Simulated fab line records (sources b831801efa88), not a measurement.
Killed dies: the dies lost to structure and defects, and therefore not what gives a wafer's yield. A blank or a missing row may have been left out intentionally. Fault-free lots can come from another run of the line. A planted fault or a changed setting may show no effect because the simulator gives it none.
One fault through the eyes of 2 desks / flow gf180mcu / each desk holds nothing but its own numbers, with what lay behind them at the end

== METROLOGY DESK ==
Lot by lot, what the gauges showed, no matter which tool ran the lot: averages of those sampled wafers that carry a number. If a lot's mean is further than 4 standard deviations from the usual mean, the lot is out of limits and carries the mark OUT (the distance appears in the brackets).
Columns: A = V1_W_THK at GF_V1_THK_MEAS_25, usual 367 nm; B = M2_ALCU_RS at GF_M2_RS_MEAS_05, usual 0.0691 ohm/sq
lot=L837; first seen here=day 18 02:35; A=367; B=0.0692
lot=L840; first seen here=day 19 14:22; A=370; B=0.0692
lot=L839; first seen here=day 19 18:31; A=369; B=0.0690
lot=L841; first seen here=day 20 01:31; A=364; B=0.0686
lot=L843; first seen here=day 20 13:59; A=368; B=0.0692
lot=L844; first seen here=day 21 04:29; A=364; B=0.0697
lot=L847; first seen here=day 22 03:17; A=375; B=0.0687
lot=L848; first seen here=day 22 12:59; A=362; B=0.0687
lot=L849; first seen here=day 22 15:46; A=371; B=0.0689
lot=L851; first seen here=day 23 07:55; A=359; B=0.0699
lot=L852; first seen here=day 23 17:44; A=367; B=0.0686
lot=L853; first seen here=day 23 23:43; A=355; B=0.0681
lot=L860; first seen here=day 26 02:04; A=366; B=0.0697
This desk's verdict: no lot among the 13 shows anything out of limits.

== AT THE TOOL OWNER'S DESK: pvd-sputter-02 ==
The tool's own readings at GF_M2_SPUTTER_00 (material Ti, target thk 37.5 nm, time 150 s): means of the sampled wafers that have a number, for each lot that ran on this tool. If a lot's mean is further than 4 standard deviations from the usual mean, the lot is out of limits and carries the mark OUT (the distance appears in the brackets).
Columns: A = cathode-dc-power-W at GF_M2_SPUTTER_00, usual 4000.1 W; B = chamber-pressure-pa at GF_M2_SPUTTER_00, usual 2.001 Pa; C = throttle-valve-pct at GF_M2_SPUTTER_00, usual 30.2 %
lot=L837; first seen here=day 18 02:56; A=4000.3; B=1.998; C=30.0
lot=L847; first seen here=day 22 03:39; A=4000.2; B=2.001; C=29.9
lot=L848; first seen here=day 22 13:21; A=4000.0; B=2.003; C=30.2
lot=L852; first seen here=day 23 18:06; A=3999.4; B=1.422 (-99 or more) OUT; C=34.5
lot=L853; first seen here=day 24 00:05; A=4000.6; B=1.427 (-99 or more) OUT; C=34.6 (+4.0) OUT
This desk finds L852, L853 out of limits, L852 being first, at day 23 18:06 (chamber-pressure-pa at GF_M2_SPUTTER_00). In limits: L837, L847, L848.

== PUT TOGETHER ==
On L852, L853, at day 23 18:06, an alarm was possible from the tool owner's desk.
At the metrology desk, nothing out of limits was observed.
The metrology desk has L852, L853 on record, within its limits.
All the named lots went through GF_M2_SPUTTER_00 on pvd-sputter-02.

== WHAT HAD BEEN PUT IN BY THE SIMULATOR ==
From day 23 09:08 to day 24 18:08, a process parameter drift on pvd-sputter-02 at GF_M2_SPUTTER_00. Setting chamber-pressure-pa, moved by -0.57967, from 2. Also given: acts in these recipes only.
Struck lots among those shown: L852, L853.
How many hours passed from the start of the fault until each desk's first out-of-limits reading: the tool owner's desk, 9.
